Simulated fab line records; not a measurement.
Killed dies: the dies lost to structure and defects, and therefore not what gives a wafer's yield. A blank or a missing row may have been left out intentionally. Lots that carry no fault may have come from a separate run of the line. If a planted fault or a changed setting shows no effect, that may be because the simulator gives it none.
fab line records	flow sky130
[record] lots = 6	wafers = 18	last-day = 49
route steps=708 shown POLY_CUT@311 SD_P@320 PAD_OPEN@708
lots with no fault: from the same line, run without faults
start-h: hours from the record's first day to the start of the lot's first wafer shown	wait-h: hours elapsed since this lot's preceding step	" unchanged from the row above	L1.1+2: one row covering several wafers at once	- no value present, or no start provided	* or withheld: withheld	< > ~ a bound
route shown NAME@n: names a module that has steps shown in the file, with the first one's number in the route	usual: the fault-free wafers' mean and standard deviation	same: alike in all rows	chamber/n: place in a boat	sites: readings site by site	_std_site: the standard deviation of these	_edge_site: the outer-site mean with the inner-site mean subtracted	radius-mm: for every site, how far away it sits from the centre of the wafer	mask NAME#n: copy n	behind: the most recent tool/chamber to have shaped the wafer	hold: cause of the lot's hold/its duration in hours/its outcome	device: the transistor (n, p or np) that didn't switch	end of line: the tests these same wafers got at the end of their route	for a step that has no rows: nothing shown but its recipe	killed: the dies lost at the first sort to structure and to defects; this is not the yield of the wafer	map: shows each die of a wafer: x if killed, . if not, _ if none is there
set.NAME: the setting that was run; set.NAME@STEP: the one run at that earlier step	model.NAME: the simulator's own value behind a step, which no gauge read
lots at selected steps of the route; one table per step, one row per wafer
services: from which hour (start-h, from the record's first day; less than 0 if before it) a tool's chamber was out of use, for how many hours, and why
[[steps]]
[step SKY_POLY_CUT_SOFTBAKE_04]
[recipe] temp-c = 99.53	time-s = 90	resist = KrF-thick
[step SKY_POLY_CUT_EXPOSE_05]
[recipe] mask-id = NPCM	na = 0.8	source-shape = annular	sigma-inner = 0.55	sigma-outer = 0.85	target-cd-nm = 270	dose-mj = 32
[step SKY_POLY_CUT_PEB_06]
[recipe] peb-temp-c = withheld	peb-time-s = withheld	resist = KrF-thick
[step SKY_POLY_CUT_DEVELOP_07]
[recipe] develop-time-s = 60	resist = KrF-thick	dev-temp-c = 21
[step SKY_POLY_CUT_CD_MEAS_08]
[recipe] target-cd-nm = 270
[usual] cd-nm = 269.9/1.5
lot.wafer	tool	chamber	start-h	wait-h	cd-nm
L435.1	cd-sem-02	-	562.77	-	272.0
L435.3	"	-	"	"	271.0
L435.4	"	-	"	"	270.3
L441.1	cd-sem-02	-	611.71	-	269.4
L441.4	"	-	"	"	268.1
L441.6	"	-	"	"	268.9
L446.2	cd-sem-01	-	654.24	-	268.8
L446.4	"	-	"	"	268.1
L446.6	"	-	"	"	268.2
L449.1	cd-sem-02	-	684.67	-	270.9
L449.4	"	-	"	"	269.2
L449.6	"	-	"	"	270.3
L450.2	cd-sem-01	-	689.52	-	269.0
L450.3	"	-	"	"	269.4
L450.4	"	-	"	"	269.7
L452.1	cd-sem-02	-	708.66	-	269.8
L452.3	"	-	"	"	270.9
L452.6	"	-	"	"	271.0
[step SKY_POLY_CUT_OVL_MEAS_09]
[usual] POLY_CUT_OVL = -3/5.3
lot.wafer	tool	chamber	start-h	wait-h	POLY_CUT_OVL[nm]
L435.1	overlay-01	-	562.89	0.1	0
L435.3	"	-	"	"	2
L435.4	"	-	"	"	-6
L441.1	overlay-02	-	611.83	0.1	2
L441.4	"	-	"	"	-3
L441.6	"	-	"	"	-4
L446.2	overlay-01	-	654.35	0.1	0
L446.4	"	-	"	"	0
L446.6	"	-	"	"	-7
L449.1	overlay-01	-	684.79	0.1	-7
L449.4	"	-	"	"	-6
L449.6	"	-	"	"	-3
L450.2	overlay-01	-	689.63	0.1	1
L450.3	"	-	"	"	-9
L450.4	"	-	"	"	3
L452.1	overlay-02	-	708.78	0.1	0
L452.3	"	-	"	"	-4
L452.6	"	-	"	"	-11
[step SKY_POLY_CUT_ETCH_10]
[recipe] chemistry = N2/H2	target = BARC	ion-energy-ev = 200	source-w = 500	bias-w = 100	pressure-mtorr = 30	n2-flow-sccm = 100	h2-flow-sccm = 200	stop-on = SiO2	time-s = 45.9	target-depth-a = 600
[usual] bias-w = 100.0/0.31	chamber-pressure-mTorr = 30.000/0.028	drypump-motor-current-A = 5.9/0.45	oes-product-au = 0.855/0.0048	throttle-valve-pct = 13.224/0.0091
lot.wafer	tool	chamber	start-h	wait-h	bias-w	chamber-pressure-mTorr	drypump-motor-current-A	oes-product-au	rf-hours-counter-h	throttle-valve-pct
L435.1	rie-diel-02	2	562.93	0.0	100.2	30.031	5.7	0.858	67	13.214
L435.3	"	3	"	"	100.5	29.946	5.0	0.844	10	13.230
L435.4	"	1	"	"	100.5	30.010	6.5	0.855	8	13.236
L441.1	rie-diel-02	2	611.87	0.0	99.7	29.968	5.7	0.859	68	13.226
L441.4	"	0	"	"	100.7	29.952	5.9	0.850	9	13.228
L441.6	"	3	"	"	100.0	29.975	5.0	0.857	-	13.219
L446.2	rie-diel-04	2	654.38	0.0	99.8	30.004	5.7	0.848	1	13.238
L446.4	"	1	"	"	100.6	30.037	5.7	0.860	7	13.203
L446.6	"	0	"	"	100.1	30.053	5.6	0.848	-	13.226
L449.1	rie-diel-04	3	684.83	0.0	99.9	30.012	6.5	0.859	5	13.223
L449.4	"	2	"	"	100.1	30.017	5.7	0.850	-	13.217
L449.6	"	1	"	"	100.0	29.992	5.6	0.856	-	13.220
L450.2	rie-diel-04	3	689.66	0.0	100.0	29.992	6.5	0.854	5	13.229
L450.3	"	1	"	"	99.5	30.011	5.7	0.855	8	13.212
L450.4	"	2	"	"	99.9	29.982	5.6	0.856	2	13.233
L452.1	rie-diel-04	3	708.82	0.0	99.5	29.994	6.5	0.853	5	13.226
L452.3	"	1	"	"	99.6	29.963	5.7	0.860	9	13.236
L452.6	"	2	"	"	100.5	30.060	5.6	0.849	-	13.236
[step SKY_POLY_CUT_ETCH_11]
[recipe] target = Si3N4	chemistry = CF4/CH2F2/Ar	stop-on = poly-Si	source-w = 600	bias-w = 150	pressure-mtorr = 40	cf4-flow-sccm = 40	ch2f2-flow-sccm = 20	Ar_flow_sccm = 150	time-s = 42.5	target-depth-a = 600
[usual] bias-w = 150.0/0.43	ch2f2-flow-sccm = 20.00/0.059	chamber-pressure-mTorr = 40.00/0.037	drypump-motor-current-A = 5.9/0.45	oes-product-au = 0.829/0.0064	throttle-valve-pct = 14.995/0.0091
lot.wafer	tool	chamber	start-h	wait-h	bias-w	ch2f2-flow-sccm	chamber-pressure-mTorr	drypump-motor-current-A	oes-product-au	rf-hours-counter-h	throttle-valve-pct
L435.1	rie-diel-02	2	562.97	0.0	149.6	20.05	40.06	5.6	0.826	67	14.989
L435.3	"	3	"	"	149.8	19.94	39.94	5.0	0.827	10	14.997
L435.4	"	1	"	"	150.7	19.98	39.95	6.5	0.827	8	15.010
L441.1	rie-diel-02	2	611.91	0.0	149.7	20.05	40.04	5.6	0.831	68	15.004
L441.4	"	0	"	"	149.7	20.02	40.01	5.9	0.825	9	14.989
L441.6	"	3	"	"	149.7	19.98	40.01	5.0	0.828	-	14.998
L446.2	rie-diel-04	2	654.42	0.0	150.3	19.94	40.02	5.6	0.828	1	14.998
L446.4	"	1	"	"	150.0	19.92	40.06	5.7	0.829	7	15.003
L446.6	"	0	"	"	150.2	19.94	40.01	5.6	0.830	-	15.011
L449.1	rie-diel-04	3	684.87	0.0	150.5	19.99	40.01	6.5	0.838	5	15.004
L449.4	"	2	"	"	149.4	19.86	40.03	5.7	0.830	-	14.996
L449.6	"	1	"	"	149.8	20.09	40.01	5.7	0.828	-	14.992
L450.2	rie-diel-04	3	689.70	0.0	150.1	20.04	39.93	6.5	0.826	5	14.988
L450.3	"	1	"	"	150.2	20.01	39.96	5.7	0.808	8	15.024
L450.4	"	2	"	"	150.4	19.96	40.05	5.7	0.826	2	14.977
L452.1	rie-diel-04	3	708.86	0.0	150.1	20.10	39.97	6.5	0.836	5	14.988
L452.3	"	1	"	"	149.8	19.99	40.03	5.7	0.831	9	14.997
L452.6	"	2	"	"	150.1	19.94	39.97	5.7	0.831	-	14.983
[step SKY_POLY_CUT_STRIP_12]
[recipe] chemistry = O2/N2	power-w = 1400	pressure-mtorr = 1500	platen-temp-c = withheld	o2-flow-sccm = 3000	n2-flow-sccm = 300	overash-fraction = 0.5
[usual] chamber-pressure-mTorr = 1500.0/1.3	drypump-motor-current-A = 5.7/0.49	oes-product-au = 0.452/0.0046	strip-time-to-endpoint-s = 5.367/0.016
lot.wafer	tool	chamber	start-h	wait-h	chamber-pressure-mTorr	drypump-motor-current-A	oes-product-au	rf-hours-counter-h	strip-time-to-endpoint-s
L435.1	plasma-asher-02	1	563.01	0.0	1500.2	5.6	0.446	78	5.360
L435.3	"	0	"	"	1500.0	4.9	0.454	-	5.369
L435.4	"	1	"	"	1500.8	5.6	0.451	-	5.381
L441.1	plasma-asher-01	0	611.95	0.0	1500.2	6.3	0.453	91	5.349
L441.4	"	1	"	"	1499.1	5.4	0.456	-	5.358
L441.6	"	0	"	"	1500.9	6.3	0.453	-	5.404
L446.2	plasma-asher-03	0	654.46	0.0	1498.9	6.0	0.456	54	5.384
L446.4	"	0	"	"	1500.2	6.1	0.461	-	5.360
L446.6	"	0	"	"	1500.4	6.1	0.458	-	5.370
L449.1	plasma-asher-02	1	684.91	0.0	1500.5	5.6	0.449	90	5.386
L449.4	"	0	"	"	1500.9	4.9	0.448	-	5.389
L449.6	"	1	"	"	1501.6	5.6	0.458	-	5.366
L450.2	plasma-asher-01	1	689.74	0.0	1501.9	5.4	0.454	98	5.362
L450.3	"	0	"	"	1500.7	6.4	0.459	-	5.364
L450.4	"	1	"	"	1499.8	5.4	0.451	-	5.378
L452.1	plasma-asher-01	1	708.90	0.0	1499.5	5.4	0.449	100	5.376
L452.3	"	0	"	"	1501.0	6.4	0.458	-	5.384
L452.6	"	1	"	"	1499.7	5.4	0.455	-	5.392
[step SKY_SD_P_DEHYDRATE_00]
[recipe] temp-c = 200	time-s = 60
[step SKY_SD_P_HMDS_01]
[recipe] prime-time-s = 60	prime-temp-c = 120
[step SKY_SD_P_COAT_02]
[recipe] resist = NOVOLAK	spin-rpm = 3000	resist-thk-nm = 1140
[step SKY_SD_P_SOFTBAKE_03]
[recipe] temp-c = 90	time-s = 60	resist = NOVOLAK
[usual] chill-plate-temp-C = 22.97/0.087	heater-power-total-W = 56.60/0.044	plate-temp-C = 90.01/0.13	run-length-s = 88.98/0.16
lot.wafer	tool	chamber	start-h	wait-h	chill-plate-temp-C	heater-power-total-W	plate-temp-C	run-length-s
L435.1	litho-track-03	0	577.58	0.1	22.75	56.60	90.15	88.99
L435.3	"	0	"	"	22.94	56.65	90.03	88.95
L435.4	"	0	"	"	22.95	56.53	89.96	89.14
L441.1	litho-track-03	0	626.68	0.1	23.00	56.60	89.88	89.39
L441.4	"	0	"	"	23.00	56.54	89.60	89.15
L441.6	"	0	"	"	22.91	56.66	89.83	89.02
L446.2	litho-track-03	0	667.95	0.1	23.07	56.60	89.90	88.94
L446.4	"	0	"	"	23.03	56.60	89.76	89.19
L446.6	"	0	"	"	22.92	56.60	90.00	89.03
L449.1	litho-track-03	0	698.28	0.1	22.98	57.63	-	86.06
L449.4	"	0	"	"	22.88	57.62	-	86.08
L449.6	"	0	"	"	22.94	57.55	-	86.14
L450.2	litho-track-03	0	702.95	0.1	23.02	57.54	-	86.19
L450.3	"	0	"	"	22.81	57.60	-	86.20
L450.4	"	0	"	"	23.09	57.56	-	86.07
L452.1	litho-track-02	0	722.96	0.1	22.91	56.67	89.90	88.76
L452.3	"	0	"	"	22.97	56.60	90.10	88.72
L452.6	"	0	"	"	23.01	56.55	90.16	88.69
[step SKY_SD_P_EXPOSE_04]
[recipe] mask-id = PSDM	na = 0.6	source-shape = conventional	sigma-outer = 0.6	polarization = unpolarized	target-cd-nm = 380	dose-mj = 138
[step SKY_PAD_OPEN_PROBE_99]
[usual] killed_at_M0_to_M3 = 43/7.2	killed_at_M4_up = 3.3/2	killed-at-contacts = 25/5.8	killed-at-front-end = 15/4.5	killed-at-other = 0.3/0.62	killed-dies = 86/9.4	killed-open = 47/7.1	killed-short = 39/6
[same] gross-dies = 492	killed-at-back-side = 0
lot.wafer	tool	chamber	start-h	wait-h	killed_at_M0_to_M3	killed_at_M4_up	killed-at-contacts	killed-at-front-end	killed-at-other	killed-dies	killed-open	killed-short
L435.1	prober-02	-	1077.00	0.1	48	3	22	8	0	81	39	42
L435.3	prober-02	-	1077.10	0.2	33	3	25	11	0	72	32	40
L435.4	prober-02	-	1077.15	0.2	44	1	22	10	0	77	49	28
L441.1	prober-02	-	1122.75	0.1	41	1	27	19	0	88	45	43
L441.4	prober-02	-	1122.90	0.2	31	6	32	14	0	83	33	50
L441.6	prober-02	-	1123.00	0.2	28	3	24	21	0	76	40	35
L446.2	prober-01	-	1140.12	0.1	44	4	22	13	0	83	42	40
L446.4	prober-01	-	1140.22	0.2	40	5	21	23	1	90	49	41
L446.6	prober-01	-	1140.32	0.2	42	4	24	14	0	84	49	35
L449.1	prober-02	-	1162.27	0.1	50	2	26	7	0	85	55	29
L449.4	prober-02	-	1162.42	0.2	39	4	31	13	0	87	52	34
L449.6	prober-02	-	1162.52	0.2	37	8	33	19	0	97	60	36
L450.2	prober-01	-	1165.09	0.1	55	0	19	13	0	87	52	35
L450.3	prober-01	-	1165.14	0.2	47	5	22	13	0	87	48	39
L450.4	prober-01	-	1165.19	0.2	38	1	26	6	0	71	40	30
L452.1	prober-02	-	1176.13	0.1	50	1	24	17	0	92	44	48
L452.3	prober-02	-	1176.23	0.2	34	3	24	9	1	71	40	31
L452.6	prober-02	-	1176.38	0.2	37	3	31	21	0	92	49	43
// killed by level:class
L435.1 LI_CONTACT:geometric-particle:open=8 METAL1:geometric-particle:short=8 VIA3:geometric-particle:open=7 VIA1:geometric-particle:open=7 METAL2:geometric-particle:short=7 VIA2:geometric-particle:open=5 CONTACT:geometric-particle:open=4 VIA1:geometric-particle:short=4
L435.3 CONTACT:geometric-particle:open=10 VIA1:geometric-particle:open=8 LOCAL_INTERCONNECT:geometric-particle:short=6 METAL2:geometric-particle:short=6 LI_CONTACT:geometric-particle:open=4 VIA3:geometric-particle:open=4 METAL1:geometric-particle:short=4 VIA2:geometric-particle:short=4
L435.4 VIA3:geometric-particle:open=11 VIA1:geometric-particle:open=10 LI_CONTACT:geometric-particle:open=7 LOCAL_INTERCONNECT:geometric-particle:short=6 VIA2:geometric-particle:open=6 CONTACT:geometric-particle:open=5 VIA1:geometric-particle:short=5 METAL2:geometric-particle:short=5
L441.1 VIA1:geometric-particle:open=11 CONTACT:geometric-particle:short=8 VIA2:geometric-particle:open=7 LI_CONTACT:geometric-particle:open=7 VIA1:geometric-particle:short=7 LOCAL_INTERCONNECT:geometric-particle:short=6 FIELD_ISO:geometric-particle:open=5 POLY_GATE:geometric-particle:open=5
L441.4 LI_CONTACT:geometric-particle:open=10 CONTACT:geometric-particle:short=7 METAL1:geometric-particle:short=7 METAL3:geometric-particle:short=6 CONTACT:geometric-particle:open=6 FIELD_ISO:geometric-particle:short=5 LOCAL_INTERCONNECT:geometric-particle:short=5 METAL4:geometric-particle:short=5
L441.6 CONTACT:geometric-particle:open=10 FIELD_ISO:geometric-particle:short=7 VIA1:geometric-particle:open=6 POLY_GATE:geometric-particle:open=5 LI_CONTACT:geometric-particle:open=5 VIA2:geometric-particle:open=5 VIA3:geometric-particle:open=5 METAL1:geometric-particle:short=4
L446.2 VIA1:geometric-particle:open=9 VIA3:geometric-particle:open=9 LI_CONTACT:geometric-particle:open=7 VIA1:geometric-particle:short=6 CONTACT:geometric-particle:open=5 POLY_GATE:geometric-particle:short=4 LOCAL_INTERCONNECT:geometric-particle:short=4 CONTACT:geometric-particle:short=4
L446.4 VIA1:geometric-particle:open=9 FIELD_ISO:geometric-particle:open=7 LI_CONTACT:geometric-particle:open=7 CONTACT:geometric-particle:open=7 VIA2:geometric-particle:open=7 VIA3:geometric-particle:open=6 FIELD_ISO:geometric-particle:short=5 METAL1:geometric-particle:short=5
L446.6 VIA1:geometric-particle:open=14 CONTACT:geometric-particle:open=11 VIA2:geometric-particle:open=10 FIELD_ISO:geometric-particle:open=5 CONTACT:geometric-particle:short=5 METAL1:geometric-particle:short=5 VIA2:geometric-particle:short=5 LI_CONTACT:geometric-particle:short=4
L449.1 VIA1:geometric-particle:open=14 CONTACT:geometric-particle:open=10 LI_CONTACT:geometric-particle:open=9 METAL1:geometric-particle:open=6 VIA1:geometric-particle:short=6 VIA3:geometric-particle:open=6 VIA2:geometric-particle:open=5 METAL1:geometric-particle:short=4
L449.4 CONTACT:geometric-particle:open=14 VIA1:geometric-particle:open=13 VIA2:geometric-particle:open=7 CONTACT:geometric-particle:short=6 FIELD_ISO:geometric-particle:short=5 LI_CONTACT:geometric-particle:open=4 LI_CONTACT:geometric-particle:short=4 VIA1:geometric-particle:short=4
L449.6 VIA3:geometric-particle:open=11 CONTACT:geometric-particle:open=11 VIA1:geometric-particle:open=10 LI_CONTACT:geometric-particle:open=7 POLY_GATE:geometric-particle:open=6 LI_CONTACT:geometric-particle:short=5 LOCAL_INTERCONNECT:geometric-particle:short=5 VIA1:geometric-particle:short=5
L450.2 VIA1:geometric-particle:open=17 VIA3:geometric-particle:open=8 CONTACT:geometric-particle:open=6 VIA1:geometric-particle:short=6 METAL1:geometric-particle:short=6 VIA2:geometric-particle:open=5 METAL2:geometric-particle:open=4 LI_CONTACT:geometric-particle:open=4
L450.3 CONTACT:geometric-particle:open=11 VIA1:geometric-particle:open=10 VIA2:geometric-particle:open=7 METAL1:geometric-particle:short=6 LI_CONTACT:geometric-particle:open=5 VIA3:geometric-particle:short=5 METAL4:geometric-particle:short=5 FIELD_ISO:geometric-particle:short=4
L450.4 CONTACT:geometric-particle:open=12 VIA3:geometric-particle:open=9 METAL2:geometric-particle:short=7 VIA1:geometric-particle:open=6 LI_CONTACT:geometric-particle:open=5 METAL1:geometric-particle:short=5 VIA1:geometric-particle:short=4 LOCAL_INTERCONNECT:geometric-particle:short=3
L452.1 VIA1:geometric-particle:open=17 METAL1:geometric-particle:short=8 CONTACT:geometric-particle:open=7 FIELD_ISO:geometric-particle:short=5 LI_CONTACT:geometric-particle:short=5 LI_CONTACT:geometric-particle:open=5 VIA3:geometric-particle:short=5 LOCAL_INTERCONNECT:geometric-particle:short=4
L452.3 CONTACT:geometric-particle:open=8 LI_CONTACT:geometric-particle:open=7 VIA3:geometric-particle:open=7 METAL2:geometric-particle:short=6 FIELD_ISO:geometric-particle:open=5 VIA1:geometric-particle:open=5 CONTACT:geometric-particle:short=5 VIA1:geometric-particle:short=5
L452.6 CONTACT:geometric-particle:open=14 METAL1:geometric-particle:short=7 VIA1:geometric-particle:open=7 VIA3:geometric-particle:open=7 LI_CONTACT:geometric-particle:short=6 POLY_GATE:geometric-particle:open=5 LI_CONTACT:geometric-particle:open=5 FIELD_ISO:geometric-particle:open=4
[[services]]
tool	chamber	start-h	hours	kind
rie-diel-04	1	551.52	5.5	repair
rie-diel-02	1	552.36	6.2	repair
plasma-asher-03	-	558.74	1.5	repair
plasma-asher-03	-	570.37	0.9	repair
litho-track-03	-	586.28	-	consumable-replace:filter
rie-diel-04	2	591.70	-	clean
rie-diel-04	2	591.70	18.5	scheduled-down
rie-diel-04	2	591.70	18.5	vent-cycle
rie-diel-04	-	612.22	0.7	repair
plasma-asher-02	-	630.72	2.8	pm
rie-diel-02	2	637.35	-	clean
rie-diel-02	2	637.35	18.3	scheduled-down
rie-diel-02	2	637.35	18.3	vent-cycle
rie-diel-04	0	676.59	10.9	repair
plasma-asher-02	-	691.22	5.7	repair
rie-diel-04	1	696.89	1.6	repair
rie-diel-02	1	708.46	3.8	repair
[[key]]
[first-sign] step = SKY_SD_P_SOFTBAKE_03	reading = heater-power-total-W	direction = up	sigmas = 22	usual = *	struck = *
[effect] step = SKY_SD_P_SOFTBAKE_03	reading = run-length-s	direction = down	sigmas = 17	usual = *	struck = *
met-at SKY_SD_P_SOFTBAKE_03
struck-wafers L449.1,L449.4,L449.6,L450.2,L450.3,L450.4
tester-left-out L449,L450
onset-between 667.95 698.28
[fault] kind = process-parameter-drift	tool = litho-track-03	chamber = -	onset-h = 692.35	steps = SKY_SD_P_SOFTBAKE_03	channel = time-s	offset = *	shape = step	end-h = 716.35	acts-in = *	stated = *
// tester-left-out: of these lots the tester's yield and bins aren't shown, on N5 and GAA mostly nor the transistor test; their killed dies are dies lost to structure and defects alone, not to doping, threshold or leakage, so they don't give the yield
